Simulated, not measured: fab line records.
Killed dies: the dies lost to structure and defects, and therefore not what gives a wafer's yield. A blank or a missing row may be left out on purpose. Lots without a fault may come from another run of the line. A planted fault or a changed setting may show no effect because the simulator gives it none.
A lot that was struck, set against a sound lot -- flow sky130 -- 14 out of 708 route steps
Sound: wafers L157.1, L157.2, L157.5. Wafers struck: L163.1, L163.5, L163.6. Last of all comes the cause.
Each step with rows lists, per side, the tool, then ch with its chambers, then its first start. Under that, the readings that differ: sound wafers -- struck wafers -- difference of the means -- sigmas: that difference in standard deviations of wafers without a fault.
alike: readings with means less than 2 such deviations apart, plus words and numbers identical on both sides. not compared: withheld readings, readings lacking a value on some wafer, bounds such as >300 that could conceal the same value, and numbers that have no deviation in the record and whose values overlap.
Wherever a step has rows on one side only, a row that says differs or no value, or a row with sigmas, the two part there. Numbers that have no deviation but don't overlap get no sigmas and don't part them. A reading that every wafer of one side lacks parts them only if that side has two wafers or more.

SKY_CAP2M_OVL_MEAS_12:
  sound on overlay-01, day 44 19:45; struck on overlay-01, day 46 14:03
  alike: CAP2M_OVL
SKY_CAP2M_METAL_ETCH_13: etches TiN in Cl2/BCl3, stops on SiO2, target depth 220 nm, time 62.9 s.
  sound on rie_metal-02 ch 0,1, day 44 19:47; struck on rie_metal-03 ch 0,1, day 46 14:05
reading,sound,struck,difference,sigmas
oes_product_au (a.u.),0.948 0.950 0.957,0.934 0.936 0.928,-0.019,-3
  alike: drypump_motor_current_A, throttle_valve_pct
  not compared: rf_hours_counter_h
SKY_CAP2M_STRIP_14: strips in O2/N2.
  sound on plasma_asher-03 ch 0,1, day 44 19:52; struck on plasma_asher-01 ch 0,1, day 46 14:10
  alike: drypump_motor_current_A, oes_product_au, strip_time_to_endpoint_s
  not compared: rf_hours_counter_h
then, 9 steps without rows for these wafers: SKY_CAP2M_STRIP_15 (strips in post etch residue remover, time 1200 s); SKY_CAP2M_CLEAN_16 (cleans in IPA, time 180 s); SKY_CAP2M_CLEAN_17 (cleans in O3/DIW); SKY_METAL4_DEHYDRATE_05 (time 60 s); SKY_METAL4_HMDS_06 (prime time 60 s); SKY_METAL4_COAT_07 (resist thk 60 nm); SKY_METAL4_COAT_08 (resist thk 1140 nm); SKY_METAL4_SOFTBAKE_09 (time 90 s); SKY_METAL4_EXPOSE_10 (exposes mask MM4, target cd 300 nm).
SKY_METAL4_PEB_11:
  struck on litho_track-01, day 47 12:00; sound on litho_track-04 ch 0, day 45 18:00
reading,sound,struck,difference,sigmas
exhaust_pa (Pa),44.1 44.4 45.1,- - -,no value on the struck wafers,
  not compared: chill_plate_temp_C
then, 1 step without rows for these wafers: SKY_METAL4_DEVELOP_12 (develop time 60 s).

## WHERE THEY PART
At SKY_CAP2M_METAL_ETCH_13 first; at SKY_METAL4_PEB_11 last (within this record only).

WHY: what the simulator had put in
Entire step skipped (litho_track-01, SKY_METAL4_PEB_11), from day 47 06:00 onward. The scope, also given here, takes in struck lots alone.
